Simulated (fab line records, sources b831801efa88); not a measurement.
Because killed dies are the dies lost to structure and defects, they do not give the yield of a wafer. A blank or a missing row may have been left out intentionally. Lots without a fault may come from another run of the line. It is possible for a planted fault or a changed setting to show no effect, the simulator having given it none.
Matching of chambers ; flow gf180mcu ; GF_V3_ETCH_16 on rie-diel-02: 4 sister chambers
The step etches BARC in N2/H2. 4 wafers are shown with their chamber, then 6 later ones without.

## WAFERS PAIRED WITH THEIR CHAMBERS
wafer;chamber;drypump-motor-current-A (A)
L617.2;3;5.0
L617.6;1;6.0
L618.3;0;5.1
L618.5;2;5.1

## WAFERS WITH NO CHAMBER GIVEN
wafer;drypump-motor-current-A (A)
L631.1;5.1
L631.2;4.9
L631.6;6.1
L633.3;6.1
L633.5;4.9
L633.6;5.1

## WHICH CHAMBER EACH ONE RAN IN
wafer;from the rows above;in truth
L631.1;can't be placed: 0 or 2 or 3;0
L631.2;can't be placed: 3 or 0 or 2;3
L631.6;1;1
L633.3;1;1
L633.5;can't be placed: 3 or 0 or 2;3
L633.6;can't be placed: 0 or 2 or 3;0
Correct placement for 2 of the 6. These rows do not allow placing 4 (true chamber among the candidates in 4). Wrongly placed: 0.
How it was worked out, from the rows above alone: a wafer's distance from a chamber is the root of the sum, over the readings, of the square of ((its reading less the chamber's mean) divided by the reading's scatter). If the next closest chamber is less than 2 further off than the closest, the wafer can't be placed; otherwise it belongs to the closest. For every chamber, the mean is computed from those of its wafers that are shown. The scatter: root of mean squared gap, hidden wafer to nearest shown wafer, with one shown wafer a chamber.
